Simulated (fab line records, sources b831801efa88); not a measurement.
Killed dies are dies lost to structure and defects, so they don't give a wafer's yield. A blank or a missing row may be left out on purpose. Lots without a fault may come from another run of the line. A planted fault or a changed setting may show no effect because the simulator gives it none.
A struck lot beside a sound one | flow sky130 | 20 steps out of a route of 708
Sound: wafers L410.1, L410.2, L410.6. Struck: wafers L412.3, L412.4, L412.6. The cause comes at the end.
At each step with rows: each side's tool, then ch and its chambers, then its first start. Under that, the readings that differ: sound wafers | struck wafers | difference of the means | sigmas: that difference in standard deviations of wafers without a fault.
alike: readings whose means differ by less than 2 such deviations, and words and numbers that are the same on both sides. not compared: withheld readings, readings that some wafer has no value for, bounds like >300 that may hide the same value, and numbers for which the record gives no deviation and whose values overlap.
The two part at a step that has a row with sigmas, a row that says differs or no value, or rows on one side only. Numbers that don't overlap but have no deviation are shown without sigmas and don't part them. A reading that every wafer of one side lacks parts them only if that side has two wafers or more.

first, 6 steps without rows for these wafers: SKY_VT_ADJUST_PCH_HMDS_01 (prime time 60 s); SKY_VT_ADJUST_PCH_COAT_02 (resist thk 3000 nm); SKY_VT_ADJUST_PCH_SOFTBAKE_03; SKY_VT_ADJUST_PCH_EXPOSE_04 (exposes mask NWM, target cd 840 nm); SKY_VT_ADJUST_PCH_PEB_05; SKY_VT_ADJUST_PCH_DEVELOP_06 (develop time 58.49 s).
SKY_VT_ADJUST_PCH_OVL_MEAS_07:
  sound on overlay-02, day 12 18:02; struck on overlay-01, day 13 11:57
  alike: VT_ADJUST_PCH_OVL
then, 1 step without rows for these wafers: SKY_VT_ADJUST_PCH_IMPLANT_08.
SKY_VT_ADJUST_PCH_STRIP_09: strips in O2/N2.
  sound on plasma_asher-03 ch 0,1, day 12 18:13; struck on plasma_asher-01 ch 0,1, day 13 12:10
  alike: drypump_motor_current_A, oes_product_au, strip_time_to_endpoint_s
  not compared: rf_hours_counter_h
SKY_VT_ADJUST_PCH_TW_MEAS_10:
  sound on film_metro-04, day 12 18:19; struck on film_metro-02, day 13 12:15
  alike: VT_ADJUST_PCH_TW
then, 2 steps without rows for these wafers: SKY_SONOS_TUNNEL_DEHYDRATE_00 (time 60 s); SKY_SONOS_TUNNEL_HMDS_01 (prime time 60 s).
SKY_SONOS_TUNNEL_COAT_02: resist thk 1140 nm.
  sound on litho_track-02 ch 0, day 13 06:45; struck on litho_track-04, day 14 00:29
  no value came back on the struck wafers for chill_plate_temp_C (C), dispense_pressure_kPa (kPa); on the sound wafers chill_plate_temp_C (C) reads 23.16 23.18 23.12
then, 4 steps without rows for these wafers: SKY_SONOS_TUNNEL_SOFTBAKE_03 (time 60 s); SKY_SONOS_TUNNEL_EXPOSE_04 (exposes mask TUNM, target cd 410 nm); SKY_SONOS_TUNNEL_PEB_05; SKY_SONOS_TUNNEL_DEVELOP_06 (develop time 60 s).
SKY_SONOS_TUNNEL_CD_MEAS_07: target cd 410 nm.
  sound on cd_sem-01, day 13 19:15; struck on cd_sem-01, day 14 13:47
  reading    | sound             | struck | difference                    | sigmas
  cd_nm (nm) | 409.2 408.2 409.7 | - - -  | no value on the struck wafers |
SKY_SONOS_TUNNEL_OVL_MEAS_08:
  sound on overlay-01, day 13 19:22; struck on overlay-01, day 14 13:53
  reading               | sound       | struck | difference                    | sigmas
  SONOS_TUNNEL_OVL (nm) | 1.3 0.4 0.8 | - - -  | no value on the struck wafers |
-- the record jumps here: 34 days lie between the struck wafers' starts before and after (it left off in module SONOS_TUNNEL and takes up again in module PAD_OPEN, whose first step shown is number 708 of the route) --
SKY_PAD_OPEN_PROBE_99:
  sound on prober-02, day 47 20:01; struck on prober-02, day 48 07:47
  reading             | sound     | struck      | difference | sigmas
  killed_at_front_end | 23 24 27  | 431 415 426 | +399       | +85
  killed_dies         | 95 92 102 | 492 492 492 | +396       | +40
  killed_on_rim       | 19 21 26  | 96 96 96    | +74        | +18
  alike: killed_at_M0_to_M3, killed_at_M4_up, killed_at_contacts, killed_at_other, killed_open, killed_short

WHERE THEY PART
First at SKY_SONOS_TUNNEL_COAT_02; last, within this record, at SKY_PAD_OPEN_PROBE_99.

WHY: what the simulator had put in
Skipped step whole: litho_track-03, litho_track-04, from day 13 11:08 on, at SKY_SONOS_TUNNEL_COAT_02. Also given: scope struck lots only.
